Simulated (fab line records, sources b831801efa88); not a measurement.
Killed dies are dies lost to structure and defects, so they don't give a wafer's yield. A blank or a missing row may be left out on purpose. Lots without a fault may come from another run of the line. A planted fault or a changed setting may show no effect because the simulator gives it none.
A struck lot beside a sound one | flow sky130 | 15 steps out of a route of 708
Sound: wafers L439.2, L439.4, L439.5. Struck: wafers L445.1, L445.5. (L445.2 of the same lot was not struck and is left out.) The cause comes at the end.
At each step with rows: each side's tool, then ch and its chambers, then its first start. Under that, the readings that differ: sound wafers | struck wafers | difference of the means | sigmas: that difference in standard deviations of wafers without a fault.
alike: readings whose means differ by less than 2 such deviations, and words and numbers that are the same on both sides. not compared: withheld readings, readings that some wafer has no value for, bounds like >300 that may hide the same value, and numbers for which the record gives no deviation and whose values overlap.
The two part at a step that has a row with sigmas, a row that says differs or no value, or rows on one side only. Numbers that don't overlap but have no deviation are shown without sigmas and don't part them. A reading that every wafer of one side lacks parts them only if that side has two wafers or more.

first, 8 steps without rows for these wafers: SKY_FIELD_ISO_DEHYDRATE_05 (time 60 s); SKY_FIELD_ISO_HMDS_06 (prime time 60 s); SKY_FIELD_ISO_COAT_07 (resist thk 60 nm); SKY_FIELD_ISO_COAT_08 (resist thk 450 nm); SKY_FIELD_ISO_SOFTBAKE_09 (time 90 s); SKY_FIELD_ISO_EXPOSE_10 (exposes mask FOM, target cd 150 nm); SKY_FIELD_ISO_PEB_11; SKY_FIELD_ISO_DEVELOP_12 (develop time 60 s).
SKY_FIELD_ISO_CD_MEAS_13: target cd 150 nm.
  sound on cd_sem-02, day 2 15:44; struck on cd_sem-02, day 3 22:38
  alike: cd_nm
SKY_FIELD_ISO_ETCH_14: etches BARC in N2/H2, stops on SiO2, time 45.9 s, target depth 60 nm.
  sound on rie_diel-02 ch 0,3, day 2 15:50; struck on rie_diel-04 ch 2,3, day 3 22:46
  alike: drypump_motor_current_A, n2_flow_sccm, oes_product_au, run_length_s, throttle_valve_pct
  not compared: rf_hours_counter_h
SKY_FIELD_ISO_ETCH_15: etches the open film in CHF3/O2, stops on Si, target depth 180 nm, time 72 s.
  sound on rie_diel-02 ch 0,3, day 2 15:53; struck on rie_diel-04 ch 2,3, day 3 22:48
  alike: drypump_motor_current_A, oes_product_au, run_length_s, throttle_valve_pct
  not compared: rf_hours_counter_h
SKY_FIELD_ISO_STRIP_16: strips in O2/N2.
  sound on plasma_asher-01 ch 0,1, day 2 15:56; struck on plasma_asher-03 ch 0,1, day 3 22:52
  alike: drypump_motor_current_A, n2_flow_sccm, oes_product_au, strip_time_to_endpoint_s
  not compared: rf_hours_counter_h
SKY_FIELD_ISO_ETCH_17: etches Si in HBr/Cl2/O2, target depth 342 nm, time 97.7 s.
  sound on rie_si-01 ch 1,2,3, day 2 16:02; struck on rie_si-02 ch 1, day 3 22:58
  reading                               | sound             | struck      | difference | sigmas
  run_length_s (s)                      | 125.1 125.2 124.8 | 133.3 133.5 | +8.4       | +20
  model.FIELD_ISO.feature_depth_nm (nm) | 345.3 350.1 350.2 | 372.2 372.9 | +24.0      |
  model.etch.depth_nm (nm)              | 345.3 350.1 350.2 | 372.2 372.9 | +24.0      |
  alike: drypump_motor_current_A, oes_product_au, throttle_valve_pct
  not compared: rf_hours_counter_h
then, 1 step without rows for these wafers: SKY_FIELD_ISO_WET_ETCH_18 (etches Si3N4 in H3PO4, target depth 25 nm, time 286 s).
-- the record jumps here: 44 days lie between the struck wafers' starts before and after (it left off in module FIELD_ISO and takes up again in module PAD_OPEN, whose first step shown is number 708 of the route) --
SKY_PAD_OPEN_PROBE_99:
  sound on prober-02, day 46 02:28; struck on prober-02, day 47 15:56
  reading                                 | sound                         | struck              | difference | sigmas
  model.etest.res_p_drift_20v.line_ohm_um | 1.15e+04 1.165e+04 1.154e+04  | 1.407e+04 1.407e+04 | +2.507e+03 |
  model.etest.res_p_drift_20v.rs_ohm_sq   | 9488 9681 9698                | 1.174e+04 1.175e+04 | +2.123e+03 |
  model.etest.pfet_16v.r_on_ohm_um        | 1.521e+04 1.527e+04 1.527e+04 | 1.617e+04 1.661e+04 | +1.140e+03 |
  model.etest.res_iso_pwell.rs_ohm_sq     | 2846 2921 2908                | 3664 3693           | +787       |
  model.etest.res_iso_pwell.line_ohm_um   | 1080 1126 1102                | 1394 1405           | +297       |
  model.etest.res_nwell.line_ohm_um       | 1149 1191 1154                | 1272 1278           | +110       |
  model.etest.res_nwell.rs_ohm_sq         | 950.7 963 955.1               | 1070 1066           | +112       |
  model.etest.pfet_16v.drive_ua_um        | 243.4 243.2 244.3             | 232.5 229.5         | -12.6      |
  alike: killed_at_M0_to_M3, killed_at_M4_up, killed_at_contacts, killed_at_front_end, killed_at_other, killed_dies, killed_open, killed_short

WHERE THEY PART
Only at SKY_FIELD_ISO_ETCH_17, within this record. Later steps at which nothing parts them and some readings are alike: SKY_PAD_OPEN_PROBE_99.

WHY: what the simulator had put in
Process parameter drift: rie_si-02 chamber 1, from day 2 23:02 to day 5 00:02, at SKY_FIELD_ISO_ETCH_17. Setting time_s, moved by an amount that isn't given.
